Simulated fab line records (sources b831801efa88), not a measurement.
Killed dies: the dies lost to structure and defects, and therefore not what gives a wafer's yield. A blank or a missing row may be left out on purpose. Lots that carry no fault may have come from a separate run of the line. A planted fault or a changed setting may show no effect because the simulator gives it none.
The same fault as seen by 2 desks || flow gf180mcu || only its own numbers are on each desk; what lay behind them is given at the end

== THE METROLOGY DESK ==
Means of the sampled wafers that have a number, per lot and without regard to the tool the lot ran on: this is what the gauges read. Marked OUT: a lot whose mean sits more than 4 standard deviations from the usual mean, which makes it out of limits; the brackets give that distance.
Columns: A = V1_W_RS at GF_V1_RS_MEAS_24, usual 0.323 ohm/sq; B = M2_ALCU_RS at GF_M2_RS_MEAS_05, usual 0.0691 ohm/sq; C = M2_ALCU_THK at GF_M2_THK_MEAS_06, usual 443 nm
{"lot": "L292", "first seen here": "day 18 19:27", "A": 0.317, "B": 0.0693, "C": 441}
{"lot": "L293", "first seen here": "day 18 23:07", "A": 0.319, "B": 0.0687, "C": 444}
{"lot": "L294", "first seen here": "day 19 11:46", "A": 0.325, "B": 0.0689, "C": 446}
{"lot": "L297", "first seen here": "day 20 12:56", "A": 0.323, "B": 0.0694, "C": 442}
{"lot": "L302", "first seen here": "day 22 10:57", "A": 0.329, "B": 0.0700, "C": 438}
{"lot": "L304", "first seen here": "day 23 08:12", "A": 0.324, "B": 0.0676, "C": 451}
{"lot": "L307", "first seen here": "day 24 03:08", "A": 0.328, "B": 0.0695, "C": 441}
{"lot": "L311", "first seen here": "day 25 09:54", "A": 0.322, "B": 0.0694, "C": 443}
{"lot": "L312", "first seen here": "day 25 14:55", "A": 0.318, "B": 0.0681, "C": 449}
{"lot": "L314", "first seen here": "day 26 11:05", "A": 0.320, "B": 0.0692, "C": 440}
This desk found nothing out of limits on any of the 10 lots.

== AT THE TOOL OWNER'S DESK: pvd-sputter-02 ==
The tool's own readings at GF_M2_SPUTTER_02 (material AlCu, target thk 450 nm, time 23.9 s): means of the sampled wafers that have a number, for each lot that ran on this tool. Marked OUT: a lot whose mean sits more than 4 standard deviations from the usual mean, which makes it out of limits; the brackets give that distance.
Columns: A = cathode-dc-power-W at GF_M2_SPUTTER_02, usual 10600 W; B = throttle-valve-pct at GF_M2_SPUTTER_02, usual 30.2 %
{"lot": "L292", "first seen here": "day 18 20:01", "A": 10600, "B": 29.9}
{"lot": "L297", "first seen here": "day 20 13:32", "A": 10600, "B": 29.9}
{"lot": "L304", "first seen here": "day 23 08:49", "A": "10867 (+99 or more) OUT", "B": 29.5}
{"lot": "L314", "first seen here": "day 26 11:40", "A": 10600, "B": 29.9}
This desk's verdict: out of limits on L304, starting with L304 at day 23 08:49 (cathode-dc-power-W at GF_M2_SPUTTER_02). L292, L297, L314 stayed within limits.

== ALL TOGETHER ==
On L304, at day 23 08:49, an alarm was possible from the tool owner's desk.
Nothing out of limits was seen by the metrology desk.
The metrology desk holds a record of L304, inside its limits.
Of the lots named, all ran GF_M2_SPUTTER_02 on pvd-sputter-02.

== WHAT THE SIMULATOR PUT IN ==
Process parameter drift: pvd-sputter-02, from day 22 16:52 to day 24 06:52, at GF_M2_SPUTTER_02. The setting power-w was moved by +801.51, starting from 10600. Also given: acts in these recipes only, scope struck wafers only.
Struck lots among those shown: L304.
How many hours passed from the start of the fault until each desk's first out-of-limits reading: the tool owner's desk, 16.
